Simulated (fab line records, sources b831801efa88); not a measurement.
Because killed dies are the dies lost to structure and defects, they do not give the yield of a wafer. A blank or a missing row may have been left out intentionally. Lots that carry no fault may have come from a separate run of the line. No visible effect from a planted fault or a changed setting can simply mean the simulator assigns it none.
Chamber matching / flow sky130 / SKY_VIA2_CMP_02 on cmp-02: 4 sister chambers
The step polishes SiO2. 16 wafers are shown with their chamber, then 8 later ones without.

## WAFERS WITH THEIR CHAMBER
wafer=L926.1; chamber=1; motor-current-A (A)=13.0; slurry-flow-ml-min=150.0
wafer=L926.5; chamber=1; motor-current-A (A)=13.8; slurry-flow-ml-min=150.2
wafer=L926.6; chamber=2; motor-current-A (A)=11.9; slurry-flow-ml-min=149.6
wafer=L927.2; chamber=0; motor-current-A (A)=11.4; slurry-flow-ml-min=149.8
wafer=L927.3; chamber=3; motor-current-A (A)=10.7; slurry-flow-ml-min=150.5
wafer=L927.4; chamber=1; motor-current-A (A)=13.9; slurry-flow-ml-min=150.0
wafer=L928.3; chamber=0; motor-current-A (A)=11.4; slurry-flow-ml-min=150.1
wafer=L928.4; chamber=1; motor-current-A (A)=13.9; slurry-flow-ml-min=150.2
wafer=L928.6; chamber=2; motor-current-A (A)=12.0; slurry-flow-ml-min=150.0
wafer=L934.1; chamber=3; motor-current-A (A)=11.4; slurry-flow-ml-min=149.8
wafer=L934.2; chamber=0; motor-current-A (A)=11.5; slurry-flow-ml-min=149.1
wafer=L934.4; chamber=2; motor-current-A (A)=11.9; slurry-flow-ml-min=149.6
wafer=L937.1; chamber=1; motor-current-A (A)=13.8; slurry-flow-ml-min=150.1
wafer=L937.5; chamber=2; motor-current-A (A)=11.2; slurry-flow-ml-min=149.7
wafer=L937.6; chamber=1; motor-current-A (A)=13.3; slurry-flow-ml-min=150.4
wafer=L940.4; chamber=3; motor-current-A (A)=11.3; slurry-flow-ml-min=150.3

SIGNATURES (means of the wafers above)
reading=motor-current-A; chamber 0=11.433; chamber 1=13.617; chamber 2=11.750; chamber 3=11.133; scatter within a chamber=0.343
reading=slurry-flow-ml-min; chamber 0=149.667; chamber 1=150.150; chamber 2=149.725; chamber 3=150.200; scatter within a chamber=0.29
Rule: distance of a wafer from a chamber = root of the sum over the readings of ((wafer's reading minus chamber's mean) / reading's scatter) squared. If the next closest chamber is less than 2 further off than the closest, the wafer can't be placed; otherwise it belongs to the closest. How the scatter is found: for the shown wafers, subtract from each reading the mean of its chamber, square and add these, divide the total by (wafers less chambers), then take the root.

## WAFERS WITH NO CHAMBER GIVEN
wafer=L940.5; motor-current-A (A)=11.0; slurry-flow-ml-min=149.2
wafer=L940.6; motor-current-A (A)=11.2; slurry-flow-ml-min=149.8
wafer=L942.3; motor-current-A (A)=14.2; slurry-flow-ml-min=150.7
wafer=L942.4; motor-current-A (A)=11.7; slurry-flow-ml-min=149.6
wafer=L942.5; motor-current-A (A)=12.1; slurry-flow-ml-min=150.0
wafer=L945.2; motor-current-A (A)=11.8; slurry-flow-ml-min=150.1
wafer=L945.4; motor-current-A (A)=13.7; slurry-flow-ml-min=150.0
wafer=L945.6; motor-current-A (A)=11.9; slurry-flow-ml-min=149.4

## WHICH CHAMBER EACH WENT THROUGH
wafer=L940.5; from the rows above=can't be placed: 0 or 2 or 3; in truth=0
wafer=L940.6; from the rows above=can't be placed: 0 or 3 or 2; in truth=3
wafer=L942.3; from the rows above=1; in truth=1
wafer=L942.4; from the rows above=can't be placed: 2 or 0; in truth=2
wafer=L942.5; from the rows above=can't be placed: 2 or 0 or 3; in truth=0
wafer=L945.2; from the rows above=can't be placed: 2 or 0 or 3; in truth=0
wafer=L945.4; from the rows above=1; in truth=1
wafer=L945.6; from the rows above=can't be placed: 2 or 0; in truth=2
Correctly placed: 2 of 8. These rows do not allow placing 6 (true chamber among the candidates in 6). 0 placed wrongly.
